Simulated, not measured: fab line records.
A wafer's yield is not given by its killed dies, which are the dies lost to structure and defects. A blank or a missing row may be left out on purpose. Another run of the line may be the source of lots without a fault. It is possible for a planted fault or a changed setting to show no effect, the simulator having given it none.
The tool behind it: which one?	flow gf180mcu	Sampling: 10 lots, 30 wafers, 5 of 602 route steps

WHAT THE GAUGES READ, wafer by wafer
GF_MIM_RS_MEAS_10: a four-point-probe measurement.
lot	measured	on	MIM_ALCU_RS (ohm/sq)
L165	day 24 18:13	filmMetro-03	0.1603 0.1625 0.1607
L166	day 25 00:46	filmMetro-03	0.1615 0.1610 0.1614
L167	day 25 11:28	filmMetro-03	0.1621 0.1601 0.1603
L168	day 25 21:35	filmMetro-01	0.1590 0.1571 0.1609
L171	day 26 10:34	filmMetro-02	0.1556 0.1560 0.1561
L174	day 27 18:29	filmMetro-01	0.1614 0.1523 0.1621
L175	day 28 01:53	filmMetro-01	0.1605 0.1592 0.1566
L177	day 28 13:52	filmMetro-01	0.1547 0.1529 0.1601
L183	day 30 10:08	filmMetro-02	0.1606 0.1616 0.1597
L186	day 31 07:25	filmMetro-01	0.1595 0.1628 0.1594

EACH LOT AND THE TOOL THAT RAN IT (in order: tool; ch and the chambers of the sampled wafers; start)
lot	GF_V4_CMP_26	GF_MIM_SPUTTER_03	GF_MIM_SPUTTER_08	GF_MIM_SPUTTER_09
L165	cmp-02 ch 2,3, day 24 17:28	pvdSputter-01, day 24 17:55	pvdSputter-02, day 24 18:07	pvdSputter-02, day 24 18:08
L166	cmp-02 ch 0,3, day 25 00:02	pvdSputter-01, day 25 00:29	pvdSputter-02, day 25 00:41	pvdSputter-02, day 25 00:43
L167	cmp-01 ch 0,1, day 25 10:41	pvdSputter-02, day 25 11:11	pvdSputter-01, day 25 11:23	pvdSputter-01, day 25 11:24
L168	cmp-02 ch 0,1,3, day 25 20:53	pvdSputter-04, day 25 21:20	pvdSputter-01, day 25 21:32	pvdSputter-01, day 25 21:34
L171	cmp-01 ch 2,3, day 26 09:52	pvdSputter-02, day 26 10:17	pvdSputter-04, day 26 10:30	pvdSputter-04, day 26 10:31
L174	cmp-02 ch 0,1,2, day 27 17:47	pvdSputter-04, day 27 18:14	pvdSputter-02, day 27 18:26	pvdSputter-02, day 27 18:28
L175	cmp-01 ch 1,3, day 28 01:13	pvdSputter-04, day 28 01:38	pvdSputter-01, day 28 01:50	pvdSputter-01, day 28 01:51
L177	cmp-01 ch 1,2,3, day 28 13:14	pvdSputter-04, day 28 13:33	pvdSputter-02, day 28 13:46	pvdSputter-02, day 28 13:47
L183	cmp-02 ch 1,2, day 30 09:23	pvdSputter-01, day 30 09:50	pvdSputter-04, day 30 10:02	pvdSputter-04, day 30 10:04
L186	cmp-01 ch 1,2, day 31 06:42	pvdSputter-02, day 31 07:10	pvdSputter-04, day 31 07:22	pvdSputter-04, day 31 07:23
- GF_V4_CMP_26: polishes, stops on SiO2, t overpolish 15 s, target thk 0 nm.
- GF_MIM_SPUTTER_03: material Ti, target thk 10 nm, time 6.7 s.
- GF_MIM_SPUTTER_08: material AlCu, target thk 200 nm, time 10.6 s.
- GF_MIM_SPUTTER_09: material TiN, target thk 35 nm, time 29.2 s.

THE ANSWER, worked out from the rows above alone
Rule: what is usual is taken from the lots themselves. The widest of any qualifying gaps counts: lots, ordered by their means at a reading, are off when they make up no more than a third of the lots, leave a main group of 4 or more, and stand apart from it by 3 or more times the standard deviation of that group's means. Not used: any main group whose means are identical at the precision the tables above print for the reading. Also off: a lot with no number at a reading for which 4 or more lots have one. Any other lot the step has rows for is counted as sound.
Nothing can be told from this: no lot is off at any reading shown.

WHAT THE SIMULATOR HAD INSERTED
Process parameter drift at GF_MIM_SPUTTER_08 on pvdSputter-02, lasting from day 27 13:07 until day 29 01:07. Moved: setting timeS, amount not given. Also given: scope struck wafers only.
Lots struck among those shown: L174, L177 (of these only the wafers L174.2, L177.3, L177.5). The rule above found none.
